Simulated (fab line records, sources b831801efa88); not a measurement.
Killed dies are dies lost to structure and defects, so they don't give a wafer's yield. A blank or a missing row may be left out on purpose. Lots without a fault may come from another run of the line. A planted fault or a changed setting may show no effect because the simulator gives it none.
Which tool did it? | flow sky130 | 10 lots, 30 wafers sampled, at 4 steps of a route of 708

WHAT THE GAUGES READ, wafer by wafer
SKY_CONTACT_THK_MEAS_03. Usual: CONTACT_HDPCVD_THK 570 nm, standard deviation 5.5.
lot  | measured     | on            | CONTACT_HDPCVD_THK (nm) | flag
L485 | day 29 23:00 | film_metro-04 | 571 575 574             |
L486 | day 30 20:34 | film_metro-04 | 565 556 561             |
L487 | day 30 21:49 | film_metro-01 | 558 570 564             |
L488 | day 31 21:35 | film_metro-03 | 577 574 575             |
L493 | day 33 10:02 | film_metro-04 | 571 573 570             |
L495 | day 34 08:52 | film_metro-03 | 559 567 568             |
L498 | day 34 17:50 | film_metro-04 | 565 567 566             |
L500 | day 35 10:38 | film_metro-04 | 574 566 570             |
L504 | day 36 17:56 | film_metro-04 | 573 577 576             |
L508 | day 37 16:08 | film_metro-03 | 570 579 575             |

SKY_METAL1_THK_MEAS_06: measures by xrf. Usual: METAL1_ALCU_THK 255.1 nm, standard deviation 2.6.
lot  | measured     | on            | METAL1_ALCU_THK (nm) | flag
L485 | day 31 06:13 | film_metro-04 | 255.7 256.7 257.3    |
L486 | day 32 02:13 | film_metro-02 | 253.8 254.4 249.4    |
L487 | day 32 03:34 | film_metro-03 | 253.6 252.2 253.8    |
L488 | day 33 02:39 | film_metro-02 | 254.0 254.5 253.9    |
L493 | day 34 14:40 | film_metro-03 | 257.0 256.2 257.4    |
L495 | day 35 13:50 | film_metro-04 | 253.7 252.0 255.2    |
L498 | day 35 22:59 | film_metro-02 | 253.8 254.3 254.0    |
L500 | day 36 15:14 | film_metro-04 | 256.5 226.2 254.3    | OFF
L504 | day 37 22:49 | film_metro-03 | 255.0 256.4 255.3    |
L508 | day 38 20:19 | film_metro-04 | 256.2 252.7 256.0    |

WHICH TOOL RAN EACH LOT (tool, then ch and the chambers of the sampled wafers, then the start)
lot  | SKY_LI_CONTACT_SPUTTER_20    | SKY_METAL1_SPUTTER_04
L485 | pvd_sputter-01, day 28 16:23 | pvd_sputter-04, day 31 06:02
L486 | pvd_sputter-04, day 29 15:30 | pvd_sputter-04, day 32 02:02
L487 | pvd_sputter-02, day 29 16:11 | pvd_sputter-04, day 32 03:24
L488 | pvd_sputter-04, day 30 15:40 | pvd_sputter-04, day 33 02:28
L493 | pvd_sputter-02, day 32 05:05 | pvd_sputter-04, day 34 14:28
L495 | pvd_sputter-01, day 33 03:38 | pvd_sputter-04, day 35 13:38
L498 | pvd_sputter-02, day 33 12:17 | pvd_sputter-04, day 35 22:49
L500 | pvd_sputter-04, day 34 05:34 | pvd_sputter-04, day 36 15:03
L504 | pvd_sputter-01, day 35 14:02 | pvd_sputter-03, day 37 22:38
L508 | pvd_sputter-04, day 36 12:47 | pvd_sputter-02, day 38 20:08
- SKY_LI_CONTACT_SPUTTER_20: material TiN, target thk 20 nm, time 80 s.
- SKY_METAL1_SPUTTER_04: material TiN, target thk 70 nm, time 58.3 s.

WHAT THE TOOLS THEMSELVES READ (means of the sampled wafers that have a number; where no wafer has one, the mark that the record gives instead)
SKY_LI_CONTACT_SPUTTER_20. Usual: throttle_valve_pct 30.0 %, standard deviation 1.1.
lot  | tool           | throttle_valve_pct (%) | flag
L485 | pvd_sputter-01 | 30.2                   |
L486 | pvd_sputter-04 | 28.6                   |
L487 | pvd_sputter-02 | 30.6                   |
L488 | pvd_sputter-04 | 29.5                   |
L493 | pvd_sputter-02 | 29.9                   |
L495 | pvd_sputter-01 | 30.5                   |
L498 | pvd_sputter-02 | 30.3                   |
L500 | pvd_sputter-04 | 29.5                   |
L504 | pvd_sputter-01 | 30.4                   |
L508 | pvd_sputter-04 | 30.5                   |

SKY_METAL1_SPUTTER_04. Usual: throttle_valve_pct 30.0 %, standard deviation 1.3.
lot  | tool           | throttle_valve_pct (%) | flag
L485 | pvd_sputter-04 | 30.3                   |
L486 | pvd_sputter-04 | 30.5                   |
L487 | pvd_sputter-04 | 29.5                   |
L488 | pvd_sputter-04 | 30.4                   |
L493 | pvd_sputter-04 | 30.3                   |
L495 | pvd_sputter-04 | 30.3                   |
L498 | pvd_sputter-04 | 30.4                   |
L500 | pvd_sputter-04 | 29.3                   |
L504 | pvd_sputter-03 | 29.7                   |
L508 | pvd_sputter-02 | 31.0                   |

THE ANSWER, worked out from the rows above alone
Rule: a lot is off if the mean of its wafers that have a number lies more than 3 standard deviations from the usual mean. A lot without any number at a reading at which 4 lots or more have one is off too. The other lots that the step has rows for count as sound. The gauges are gone through in route order, then the tools' own readings, and for those a lot's mean is taken as printed above. The first step at which some lot is off is used, and at that step the reading that is off furthest; a lot without a number counts as furthest.
Off: L500, at SKY_METAL1_THK_MEAS_06 (METAL1_ALCU_THK).
A tool fits if, at a process step before that reading, it ran every lot that is off, and no sound lot after the first of them. The gauges at SKY_METAL1_THK_MEAS_06 are tried like those tools. One fits: pvd_sputter-04 at SKY_METAL1_SPUTTER_04. Its last sound lot is L498 (day 35 22:49), its first lot that is off L500 (day 36 15:03): a fault that began between those two fits.

WHAT THE SIMULATOR HAD PUT IN
Process parameter drift: pvd_sputter-04, from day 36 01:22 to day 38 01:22, at SKY_METAL1_SPUTTER_04. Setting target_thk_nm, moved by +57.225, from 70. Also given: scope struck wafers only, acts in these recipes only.
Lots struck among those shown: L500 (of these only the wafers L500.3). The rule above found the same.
